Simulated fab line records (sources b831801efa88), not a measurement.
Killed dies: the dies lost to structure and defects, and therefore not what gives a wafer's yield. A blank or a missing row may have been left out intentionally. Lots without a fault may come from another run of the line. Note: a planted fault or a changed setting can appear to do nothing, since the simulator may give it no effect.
Chamber matching || flow gf180mcu || GF_V3_CMP_04 on cmp-01 has 4 sister chambers
The step polishes SiO2. 18 wafers are shown with their chamber, then 9 later ones without.

== EACH WAFER AND ITS CHAMBER ==
{"wafer": "L540.4", "chamber": 2, "motorCurrentA (A)": 13.2, "timeToEndpointS (s)": 88}
{"wafer": "L540.5", "chamber": 2, "motorCurrentA (A)": 13.4, "timeToEndpointS (s)": 89}
{"wafer": "L540.6", "chamber": 3, "motorCurrentA (A)": 13.0, "timeToEndpointS (s)": 90}
{"wafer": "L539.2", "chamber": 3, "motorCurrentA (A)": 12.5, "timeToEndpointS (s)": 86}
{"wafer": "L539.3", "chamber": 2, "motorCurrentA (A)": 13.4, "timeToEndpointS (s)": 84}
{"wafer": "L539.5", "chamber": 3, "motorCurrentA (A)": 12.8, "timeToEndpointS (s)": 94}
{"wafer": "L542.1", "chamber": 1, "motorCurrentA (A)": 9.7, "timeToEndpointS (s)": 88}
{"wafer": "L542.2", "chamber": 2, "motorCurrentA (A)": 13.5, "timeToEndpointS (s)": 83}
{"wafer": "L542.4", "chamber": 0, "motorCurrentA (A)": 12.7, "timeToEndpointS (s)": 94}
{"wafer": "L544.2", "chamber": 3, "motorCurrentA (A)": 13.7, "timeToEndpointS (s)": 85}
{"wafer": "L544.3", "chamber": 0, "motorCurrentA (A)": 13.4, "timeToEndpointS (s)": 84}
{"wafer": "L544.5", "chamber": 1, "motorCurrentA (A)": 10.1, "timeToEndpointS (s)": 88}
{"wafer": "L545.3", "chamber": 0, "motorCurrentA (A)": 13.2, "timeToEndpointS (s)": 87}
{"wafer": "L545.4", "chamber": 1, "motorCurrentA (A)": 9.5, "timeToEndpointS (s)": 86}
{"wafer": "L545.6", "chamber": 0, "motorCurrentA (A)": 12.5, "timeToEndpointS (s)": 87}
{"wafer": "L550.3", "chamber": 0, "motorCurrentA (A)": 13.8, "timeToEndpointS (s)": 86}
{"wafer": "L550.5", "chamber": 3, "motorCurrentA (A)": 13.1, "timeToEndpointS (s)": 93}
{"wafer": "L550.6", "chamber": 2, "motorCurrentA (A)": 13.8, "timeToEndpointS (s)": 90}

SIGNATURES (means of the wafers above)
{"reading": "motorCurrentA", "chamber 0": 13.120, "chamber 1": 9.767, "chamber 2": 13.460, "chamber 3": 13.020, "scatter within a chamber": 0.403}
{"reading": "timeToEndpointS", "chamber 0": 87.60, "chamber 1": 87.33, "chamber 2": 86.80, "chamber 3": 89.60, "scatter within a chamber": 3.42}
Rule: for each reading, subtract the chamber's mean from the wafer's reading, divide by that reading's scatter and square the result; add these up over the readings and take the root, which gives the wafer's distance from the chamber. The wafer belongs to the nearest chamber; if the next one is less than 2 further off, it can't be placed. The scatter: the root of (the sum of the squares of (reading less its chamber's mean) over the shown wafers, divided by (wafers less chambers)).

== WAFERS MISSING THEIR CHAMBER ==
{"wafer": "L554.1", "motorCurrentA (A)": 13.3, "timeToEndpointS (s)": 88}
{"wafer": "L554.2", "motorCurrentA (A)": 9.7, "timeToEndpointS (s)": 89}
{"wafer": "L554.5", "motorCurrentA (A)": 13.1, "timeToEndpointS (s)": 91}
{"wafer": "L557.1", "motorCurrentA (A)": 12.3, "timeToEndpointS (s)": 84}
{"wafer": "L557.2", "motorCurrentA (A)": 13.2, "timeToEndpointS (s)": 88}
{"wafer": "L557.5", "motorCurrentA (A)": 14.2, "timeToEndpointS (s)": 90}
{"wafer": "L562.4", "motorCurrentA (A)": 12.6, "timeToEndpointS (s)": 96}
{"wafer": "L562.5", "motorCurrentA (A)": 13.2, "timeToEndpointS (s)": 89}
{"wafer": "L562.6", "motorCurrentA (A)": 13.0, "timeToEndpointS (s)": 97}

== WHICH CHAMBER EACH ONE RAN IN ==
{"wafer": "L554.1", "from the rows above": "can't be placed: 0 or 2 or 3", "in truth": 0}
{"wafer": "L554.2", "from the rows above": 1, "in truth": 1}
{"wafer": "L554.5", "from the rows above": "can't be placed: 3 or 0 or 2", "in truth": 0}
{"wafer": "L557.1", "from the rows above": "can't be placed: 0 or 3 or 2", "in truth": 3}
{"wafer": "L557.2", "from the rows above": "can't be placed: 0 or 3 or 2", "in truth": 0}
{"wafer": "L557.5", "from the rows above": "can't be placed: 2 or 0 or 3", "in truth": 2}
{"wafer": "L562.4", "from the rows above": "can't be placed: 3 or 0 or 2", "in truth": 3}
{"wafer": "L562.5", "from the rows above": "can't be placed: 0 or 3 or 2", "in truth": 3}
{"wafer": "L562.6", "from the rows above": "can't be placed: 3 or 0 or 2", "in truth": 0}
Correct placement for 1 of the 9. Unplaceable from these rows: 8, with the true chamber sitting among the candidates in 8. 0 placed wrongly.
